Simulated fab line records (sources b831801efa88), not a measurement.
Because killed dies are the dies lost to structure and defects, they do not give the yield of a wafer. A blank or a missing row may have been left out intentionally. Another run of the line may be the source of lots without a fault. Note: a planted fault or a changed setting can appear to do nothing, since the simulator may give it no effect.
Chamber matching    flow sky130    cmp-02 running SKY_VIA2_CMP_24: 4 sister chambers
The step polishes, stops on SiO2, t overpolish 20 s, target thk 0 nm. 8 wafers are shown with their chamber, then 8 later ones without.

## WAFERS PAIRED WITH THEIR CHAMBERS
wafer   chamber  motor-current-A (A)  time-to-endpoint-s (s)
L488.2  3        10.3                 97
L489.3  2        13.2                 99
L494.4  0        12.5                 110
L494.6  2        12.5                 103
L502.1  1        12.1                 103
L502.3  0        11.6                 106
L502.5  3        9.9                  99
L505.1  1        12.5                 100

## WAFERS WITHOUT THEIR CHAMBER
wafer   motor-current-A (A)  time-to-endpoint-s (s)
L505.2  12.1                 101
L505.5  13.2                 93
L507.1  12.8                 98
L507.4  11.5                 103
L507.6  10.3                 100
L510.1  12.1                 104
L510.4  11.6                 110
L510.6  12.3                 105

## WHICH CHAMBER EACH WENT THROUGH
wafer   from the rows above                in truth
L505.2  can't be placed: 1 or 2            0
L505.5  can't be placed: 2 or 1            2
L507.1  can't be placed: 2 or 1            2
L507.4  can't be placed: 1 or 0 or 2 or 3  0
L507.6  3                                  3
L510.1  can't be placed: 1 or 0 or 2       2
L510.4  0                                  0
L510.6  can't be placed: 0 or 1 or 2       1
Placed correctly: 2 of 8. Unplaceable from these rows: 6, with the true chamber sitting among the candidates in 5. Number placed wrongly: 0.
How it was worked out, from the rows above alone: a wafer's distance from a chamber is the root of the sum, over the readings, of the square of ((its reading less the chamber's mean) divided by the reading's scatter). If the next closest chamber is less than 2 further off than the closest, the wafer can't be placed; otherwise it belongs to the closest. A chamber's mean is the mean of its shown wafers. The scatter: take each reading less its chamber's mean, square it, sum over the shown wafers, divide by the number of wafers less the number of chambers, and take the root.
